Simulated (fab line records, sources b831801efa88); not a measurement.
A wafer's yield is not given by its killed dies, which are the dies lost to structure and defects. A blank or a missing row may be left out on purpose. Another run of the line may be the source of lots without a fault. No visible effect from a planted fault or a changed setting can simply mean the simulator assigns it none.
Matching of chambers	flow gf180mcu	GF_M5_ETCH_09 on rieDiel-02 has 4 sister chambers
The step etches Si3N4 in CF4/O2, target depth 52 nm, time 11.6 s. 24 wafers are shown with their chamber, then 12 later ones without.

## WAFERS WITH THEIR CHAMBER
wafer	chamber	drypumpMotorCurrentA (A)	oesProductAu (a.u.)	throttleValvePct (%)
L076.1	0	5.14	0.989	5.972
L076.3	1	5.63	1.000	5.963
L076.5	3	5.05	0.989	5.968
L078.3	2	5.28	0.986	5.973
L078.5	2	5.24	0.998	5.977
L078.6	3	5.10	0.987	5.976
L080.3	1	5.60	1.004	5.971
L080.5	1	5.63	1.002	5.985
L080.6	2	5.25	0.986	5.974
L081.2	1	5.61	0.990	5.980
L081.3	0	5.14	0.987	5.965
L081.6	3	5.07	0.987	5.977
L084.1	2	5.27	1.003	5.976
L084.3	3	5.07	0.994	5.977
L084.5	0	5.15	0.970	5.957
L085.1	1	5.64	0.989	5.968
L085.3	0	5.14	0.988	5.965
L085.5	1	5.65	0.997	5.960
L087.2	2	5.27	0.980	5.979
L087.4	3	5.07	0.998	5.958
L087.6	0	5.14	0.979	5.981
L089.2	3	5.09	0.981	5.981
L089.3	1	5.62	0.991	5.985
L089.4	3	5.08	0.986	5.958

SIGNATURES (averages over the wafers above)
reading	chamber 0	chamber 1	chamber 2	chamber 3	scatter within a chamber
drypumpMotorCurrentA	5.1420	5.6257	5.2620	5.0757	0.015
oesProductAu	0.98260	0.99614	0.99060	0.98886	0.0072
throttleValvePct	5.96800	5.97314	5.97580	5.97071	0.00873
Rule: a wafer lies at a distance from a chamber equal to the root of the sum of squares, over the readings, of (its reading less the chamber's mean, divided by the reading's scatter). If the next closest chamber is less than 2 further off than the closest, the wafer can't be placed; otherwise it belongs to the closest. The scatter: take each reading less its chamber's mean, square it, sum over the shown wafers, divide by the number of wafers less the number of chambers, and take the root.

## WAFERS WITH NO CHAMBER GIVEN
wafer	drypumpMotorCurrentA (A)	oesProductAu (a.u.)	throttleValvePct (%)
L091.3	5.13	0.992	5.961
L091.5	5.63	1.002	5.960
L091.6	5.13	0.992	5.972
L093.2	5.27	0.999	5.990
L093.3	5.15	0.991	5.968
L093.4	5.62	0.998	5.972
L095.2	5.12	0.979	5.982
L095.3	5.62	1.006	5.974
L095.6	5.13	0.991	5.978
L097.2	5.61	1.002	5.974
L097.5	5.08	0.990	5.966
L097.6	5.60	0.994	5.956

## CHAMBER TAKEN BY EACH
wafer	from the rows above	in truth
L091.3	0	0
L091.5	1	1
L091.6	0	0
L093.2	2	2
L093.3	0	0
L093.4	1	1
L095.2	can't be placed: 0 or 3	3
L095.3	1	1
L095.6	can't be placed: 0 or 3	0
L097.2	1	1
L097.5	3	3
L097.6	1	1
10 of 12 placed correctly. From these rows, 2 cannot be placed; in 2 the true chamber is one of the candidates. Wrongly placed: 0.
